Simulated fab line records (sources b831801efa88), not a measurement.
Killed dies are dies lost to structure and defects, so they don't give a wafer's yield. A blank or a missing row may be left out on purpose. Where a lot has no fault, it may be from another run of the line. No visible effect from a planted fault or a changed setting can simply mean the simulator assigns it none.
What tool caused it? -- flow sky130 -- 12 lots, 36 wafers sampled, at 5 steps of a route of 708

WHAT EACH GAUGE READ, for each wafer
The record lacks any reading of a measuring or inspecting step that a usual standard deviation could be used to judge.

TOOL THAT RAN EACH LOT (tool first, then ch and the chambers of the sampled wafers, then the start)
lot,SKY_CAP2M_CLEAN_17,SKY_METAL4_DESCUM_15,SKY_VIA4_SPUTTER_17,SKY_PASSIVATION_STRIP_12,SKY_PAD_OPEN_PROBE_99
L555,"wetBench-04 ch 2, day 41 00:01","rieMetal-01 ch 0,1, day 42 00:13","pvdSputter-01, day 43 01:25","plasmaAsher-02 ch 0,1, day 45 00:05",-
L556,"wetBench-04 ch 0, day 41 04:23","rieMetal-01 ch 0,1, day 42 04:39","pvdSputter-02, day 43 05:48","plasmaAsher-04 ch 0,1, day 45 04:54",-
L557,"wetBench-03 ch 0, day 41 08:35","rieMetal-01 ch 0,1, day 42 08:21","pvdSputter-03, day 43 09:16","plasmaAsher-02 ch 0,1, day 45 07:39",-
L558,"wetBench-03 ch 0, day 41 13:53","rieMetal-02 ch 0,1, day 42 13:48","pvdSputter-03, day 43 13:59","plasmaAsher-04 ch 0,1, day 45 12:56",-
L559,"wetBench-04 ch 2, day 41 22:28","rieMetal-02 ch 0,1, day 42 22:09","pvdSputter-03, day 43 23:05","plasmaAsher-04 ch 0,1, day 45 21:06",-
L562,"wetBench-02 ch 3, day 43 07:41","rieMetal-02 ch 0,1, day 44 06:39","pvdSputter-02, day 45 06:40","plasmaAsher-04 ch 0,1, day 47 00:46",-
L564,"wetBench-04 ch 3, day 43 08:50","rieMetal-01 ch 0,1, day 44 07:30","pvdSputter-02, day 45 08:05","plasmaAsher-02 ch 1, day 47 01:57",-
L566,"wetBench-04 ch 2, day 43 21:07","rieMetal-01 ch 0,1, day 44 19:57","pvdSputter-03, day 45 19:53","plasmaAsher-03 ch 0,1, day 47 14:32","prober-02, day 48 12:04"
L569,"wetBench-04 ch 2, day 44 16:24","rieMetal-02 ch 0,1, day 45 14:42","pvdSputter-02, day 46 12:59","plasmaAsher-02 ch 0, day 48 07:04","prober-02, day 49 02:53"
L570,"wetBench-03 ch 0, day 45 00:53","rieMetal-04 ch 0,1, day 45 22:48","pvdSputter-01, day 46 20:57","plasmaAsher-04 ch 0,1, day 48 13:16",-
L574,"wetBench-02 ch 2, day 45 20:52","rieMetal-04 ch 0,1, day 46 16:57","pvdSputter-03, day 47 15:26","plasmaAsher-03 ch 0,1, day 49 06:22",-
L577,"wetBench-03 ch 0, day 46 16:47","rieMetal-01 ch 0,1, day 47 13:00","pvdSputter-01, day 48 10:35","plasmaAsher-04 ch 0,1, day 50 00:06",-
- SKY_CAP2M_CLEAN_17: cleans in O3/DIW.
- SKY_METAL4_DESCUM_15: chemistry O2, time 8 s.
- SKY_VIA4_SPUTTER_17: material TiN, target thk 20 nm, time 80 s.
- SKY_PASSIVATION_STRIP_12: strips in O2/N2.
- SKY_PAD_OPEN_PROBE_99

AS READ BY THE TOOLS THEMSELVES (means over the sampled wafers that have a number; for cases with no such wafer, the mark the record gives instead)
SKY_METAL4_DESCUM_15. Usual: drypumpMotorCurrentA 6.14 A, standard deviation 0.25; heBacksideLeakSccm 3.27 sccm, standard deviation 0.19; oesProductAu 0.999 a.u., standard deviation 0.0075.
lot,tool,drypumpMotorCurrentA (A),heBacksideLeakSccm (sccm),oesProductAu (a.u.),flag
L555,rieMetal-01,6.42,3.40,0.997,
L556,rieMetal-01,6.25,3.27,0.991,
L557,rieMetal-01,6.44,3.35,1.000,
L558,rieMetal-02,6.11,3.17,0.997,
L559,rieMetal-02,6.19,3.39,1.000,
L562,rieMetal-02,6.13,3.36,0.995,
L564,rieMetal-01,6.24,3.27,0.991,
L566,rieMetal-01,6.27,3.30,0.999,
L569,rieMetal-02,6.19,3.39,1.006,
L570,rieMetal-04,5.81,3.15,1.009,
L574,rieMetal-04,5.81,3.06,0.999,
L577,rieMetal-01,6.42,3.35,0.992,

SKY_VIA4_SPUTTER_17. Usual: cathodeDcPowerW 4000.0 W, standard deviation 0.61; throttleValvePct 29.9 %, standard deviation 1.1.
lot,tool,cathodeDcPowerW (W),throttleValvePct (%),flag
L555,pvdSputter-01,4000.1,29.2,
L556,pvdSputter-02,3999.7,30.0,
L557,pvdSputter-03,3999.9,29.5,
L558,pvdSputter-03,4000.7,29.3,
L559,pvdSputter-03,3999.3,29.2,
L562,pvdSputter-02,4000.4,29.6,
L564,pvdSputter-02,3999.8,30.8,
L566,pvdSputter-03,4000.2,29.8,
L569,pvdSputter-02,4000.2,29.8,
L570,pvdSputter-01,4000.0,29.1,
L574,pvdSputter-03,3999.6,29.2,
L577,pvdSputter-01,3999.7,29.9,

SKY_PASSIVATION_STRIP_12. Usual: drypumpMotorCurrentA 5.7 A, standard deviation 0.39; oesProductAu 0.661 a.u., standard deviation 0.0045; stripTimeToEndpointS 31.55 s, standard deviation 0.12.
lot,tool,drypumpMotorCurrentA (A),oesProductAu (a.u.),stripTimeToEndpointS (s),flag
L555,plasmaAsher-02,6.1,0.660,31.66,
L556,plasmaAsher-04,5.7,0.664,31.51,
L557,plasmaAsher-02,6.1,0.657,31.66,
L558,plasmaAsher-04,5.7,0.661,31.52,
L559,plasmaAsher-04,5.7,0.659,31.72,
L562,plasmaAsher-04,5.8,0.663,31.60,
L564,plasmaAsher-02,6.4,0.662,31.46,
L566,plasmaAsher-03,5.3,0.660,31.58,
L569,plasmaAsher-02,5.6,0.660,31.39,
L570,plasmaAsher-04,5.8,0.662,31.72,
L574,plasmaAsher-03,5.3,0.665,31.63,
L577,plasmaAsher-04,5.7,0.658,31.42,

SKY_PAD_OPEN_PROBE_99. Usual: defectLimitedYield 82.2 %, standard deviation 2.1; killed_at_M0_to_M3 43, standard deviation 8; killed_at_M4_up 2.9, standard deviation 1.6; killedAtContacts 26, standard deviation 5.2; killedAtFrontEnd 15, standard deviation 4.3; killedAtOther 0.3, standard deviation 0.56; killedDies 87, standard deviation 10; killedOpen 48, standard deviation 6.9; killedShort 40, standard deviation 6.5; sort_bin_3_pad_short 0.9 %, standard deviation 0.36; sort_bin_5_function 10.5 %, standard deviation 1.5; sort_bin_6_memory 6.4 %, standard deviation 1.3; sortNPass 405, standard deviation 10; sortYieldPct 82.2 %, standard deviation 2.1.
lot,tool,defectLimitedYield (%),killed_at_M0_to_M3,killed_at_M4_up,killedAtContacts,killedAtFrontEnd,killedAtOther,killedDies,killedOpen,killedShort,sort_bin_3_pad_short (%),sort_bin_5_function (%),sort_bin_6_memory (%),sortNPass,sortYieldPct (%),flag
L566,prober-02,76.6,41,4.3,26,16,27.7,115,46,41,1.6,15.4,6.4,377,76.6,OFF
L569,prober-02,77.2,40,3.3,24,16,28.7,112,43,41,1.7,13.9,7.1,380,77.2,OFF

THE ANSWER, worked out from the rows above alone
Rule: a lot counts as off when the mean over its wafers that have a number is more than 3 standard deviations away from the usual mean. A lot without any number at a reading at which 4 lots or more have one is off too. All remaining lots with rows at the step are treated as sound. Order of review: gauges by route order, followed by the tools' own readings, for which a lot's mean as printed above is used. At the first step where some lot is off, the reading lying furthest off is the one used; lots without a number count as furthest.
Off at SKY_PAD_OPEN_PROBE_99 (killedAtOther): L566, L569. Neither off nor sound, because the step has no rows for them: L555, L556, L557, L558, L559, L562, L564, L570, L574, L577.
A tool fits if, at that step or a process step before it, it ran every lot that is off, and no sound lot after the first of them. 2 tools fit, wetBench-04 at SKY_CAP2M_CLEAN_17 and prober-02 at SKY_PAD_OPEN_PROBE_99, so this cannot tell which one it is.

WHAT THE SIMULATOR HAD PUT IN
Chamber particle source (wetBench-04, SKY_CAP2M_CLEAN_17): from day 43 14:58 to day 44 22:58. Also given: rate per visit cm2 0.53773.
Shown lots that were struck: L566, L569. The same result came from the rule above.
